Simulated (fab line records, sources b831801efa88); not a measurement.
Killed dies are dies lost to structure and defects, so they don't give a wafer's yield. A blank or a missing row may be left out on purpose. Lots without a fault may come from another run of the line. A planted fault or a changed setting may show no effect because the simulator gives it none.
A struck lot beside a sound one | flow sky130 | 15 steps out of a route of 708
Sound: wafers L394.3, L394.4, L394.6. Struck: wafers L404.1, L404.2, L404.5. The cause comes at the end.
At each step with rows: each side's tool, then ch and its chambers, then its first start. Under that, the readings that differ: sound wafers | struck wafers | difference of the means | sigmas: that difference in standard deviations of wafers without a fault.
alike: readings whose means differ by less than 2 such deviations, and words and numbers that are the same on both sides. not compared: withheld readings, readings that some wafer has no value for, bounds like >300 that may hide the same value, and numbers for which the record gives no deviation and whose values overlap.
The two part at a step that has a row with sigmas, a row that says differs or no value, or rows on one side only. Numbers that don't overlap but have no deviation are shown without sigmas and don't part them. A reading that every wafer of one side lacks parts them only if that side has two wafers or more.

SKY_NWELL_TW_MEAS_26:
  sound on film_metro-04, day 5 17:53; struck on film_metro-01, day 8 09:49
  alike: NWELL_2_TW
then, 1 step without rows for these wafers: SKY_NWELL_CLEAN_27 (cleans in SC1/SC2, time 150 s).
SKY_NWELL_RTA_28: time 30 s.
  sound on rtp_anneal-02 ch 0, day 5 18:00; struck on rtp_anneal-02 ch 0, day 8 09:56
  alike: lamp_power_pct, wafer_temp_C_max
SKY_NWELL_RS_MEAS_29: measures by four-point-probe.
  sound on film_metro-02, day 5 18:07; struck on film_metro-04, day 8 10:02
  alike: NWELL_RS
SKY_NWELL_RS_MEAS_31: measures by four-point-probe.
  sound on film_metro-02, day 5 18:21; struck on film_metro-04, day 8 10:16
  alike: PWDE_RS
then, 6 steps without rows for these wafers: SKY_VT_ADJUST_HVTP_DEHYDRATE_00 (time 60 s); SKY_VT_ADJUST_HVTP_HMDS_01 (prime time 60 s); SKY_VT_ADJUST_HVTP_COAT_02 (resist thk 1140 nm); SKY_VT_ADJUST_HVTP_SOFTBAKE_03 (time 60 s); SKY_VT_ADJUST_HVTP_EXPOSE_04 (exposes mask HVTPM, target cd 380 nm); SKY_VT_ADJUST_HVTP_PEB_05.
SKY_VT_ADJUST_HVTP_DEVELOP_06: develop time 60 s.
  sound on litho_track-04 ch 0, day 6 11:38; struck on litho_track-04 ch 0, day 9 07:32
  reading              | sound             | struck            | difference | sigmas
  developer_temp_C (C) | 22.79 22.77 22.82 | 25.05 25.15 25.18 | +2.33      | +21
SKY_VT_ADJUST_HVTP_CD_MEAS_07: target cd 380 nm.
  sound on cd_sem-01, day 6 11:47; struck on cd_sem-01, day 9 07:41
  reading    | sound             | struck            | difference | sigmas
  cd_nm (nm) | 375.3 376.5 376.6 | 373.3 370.9 371.4 | -4.3       | -2
SKY_VT_ADJUST_HVTP_OVL_MEAS_08:
  sound on overlay-02, day 6 11:52; struck on overlay-01, day 9 07:49
  alike: VT_ADJUST_HVTP_OVL
then, 1 step without rows for these wafers: SKY_PAD_OPEN_PROBE_99.

WHERE THEY PART
First at SKY_VT_ADJUST_HVTP_DEVELOP_06; last, within this record, at SKY_VT_ADJUST_HVTP_CD_MEAS_07. Later steps at which nothing parts them and some readings are alike: SKY_VT_ADJUST_HVTP_OVL_MEAS_08.

WHY: what the simulator had put in
Process parameter drift: litho_track-04, from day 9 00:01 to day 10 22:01, at SKY_VT_ADJUST_HVTP_DEVELOP_06. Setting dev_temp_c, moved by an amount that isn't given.
